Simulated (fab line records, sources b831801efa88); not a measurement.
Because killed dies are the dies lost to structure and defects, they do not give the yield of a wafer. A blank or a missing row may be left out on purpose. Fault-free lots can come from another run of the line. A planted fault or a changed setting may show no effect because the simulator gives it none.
Split-lot trial	flow gf180mcu	on a route of 602 steps: 5 lots, 23 wafers read

== THE SPLIT ==
At GF_HV_LDD_EXPOSE_28 (exposes mask Nplus HV AREA, target cd 400 nm), the setting doseMj was moved away from the recipe's 140 on 5 of the 23 wafers read, by -7.3% to +7.5%. This setting was run at the recipe's value on the other wafers.

== FROM THE SPLIT TO THE READING: what the file shows between them, 2 steps ==
- GF_HV_LDD_PEB_29
- GF_HV_LDD_DEVELOP_30: develop time 60 s

== THE READING ==
cdNm, in nm, at GF_HV_LDD_CD_MEAS_31 (target cd 400 nm). A value of 399.4 nm with a standard deviation of 2.3 nm is what fault-free wafers of this fab line usually give.

wafer	tool, chamber at the split	doseMj as run	against the recipe	cdNm, nm	against lot-mates on the recipe
L074.3	ilineStepper-02, 0	140	recipe	397.3	-
L074.4	ilineStepper-02, 0	140	recipe	401.1	-
L074.5	ilineStepper-02, 0	140	recipe	399.4	-
L079.1	ilineStepper-01, 0	140	recipe	396.0	-
L079.3	ilineStepper-01, 0	150.5	+7.5%	417.6	+23.1
L079.4	ilineStepper-01, 0	150.5	+7.5%	414.6	+20.1
L079.5	ilineStepper-01, 0	140	recipe	393.0	-
L079.6	ilineStepper-01, 0	150.5	+7.5%	417.2	+22.7
L080.1	ilineStepper-01, 0	140	recipe	394.4	-
L080.2	ilineStepper-01, 0	140	recipe	398.1	-
L080.3	ilineStepper-01, 0	140	recipe	397.4	-
L080.5	ilineStepper-01, 0	140	recipe	398.3	-
L080.6	ilineStepper-01, 0	140	recipe	398.0	-
L081.1	ilineStepper-02, 0	129.8	-7.3%	375.8	-23.1
L081.3	ilineStepper-02, 0	129.8	-7.3%	375.5	-23.4
L081.4	ilineStepper-02, 0	140	recipe	399.4	-
L081.5	ilineStepper-02, 0	140	recipe	399.1	-
L081.6	ilineStepper-02, 0	140	recipe	398.1	-
L082.2	ilineStepper-02, 0	140	recipe	399.2	-
L082.3	ilineStepper-02, 0	140	recipe	398.0	-
L082.4	ilineStepper-02, 0	140	recipe	400.3	-
L082.5	ilineStepper-02, 0	140	recipe	398.4	-
L082.6	ilineStepper-02, 0	140	recipe	398.2	-

THE FIT
A straight line over all 23 wafers: cdNm changes by +2.71 nm for each +1% of doseMj; r = +0.98; the points scatter about the line by 2.1 nm.
The same after taking each lot's own level away (the mean of its wafers on the recipe; 23 wafers): +3.03 nm for each +1%; r = +0.99; scatter 1.3 nm.
On that fit, the largest move of doseMj shifts the reading by 23 nm.
Across the lots, their own levels run from 394.50 to 399.27 nm, a range of 2.1 times the standard deviation given above.
So the lot-to-lot level changes the slope: the two fits differ.
Check: +22.4 nm against its lot-mates is what the line predicts for one of the wafers moved furthest among these (+7.5%) when that wafer is left out of the fit. It came out at +23.1 nm against them.

== OTHER SPLITS APPLIED TO THESE WAFERS ==
Note: prior to the reading, these wafers also went through further splits. Each is held against what the fit with the lots' levels taken away leaves over:
other split on the same wafers	wafers away from the commonest value	r with cdNm (lot level and that fit taken away)
GF_POLY_GATE_OXIDATION_16 tempC	10	+0.11
GF_HV_LDD_IMPLANT_09 energyKev	6	+0.10

== FILE'S OWN FIT ==
cdNm changes by +3.05 nm for each +1% of doseMj, r = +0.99.
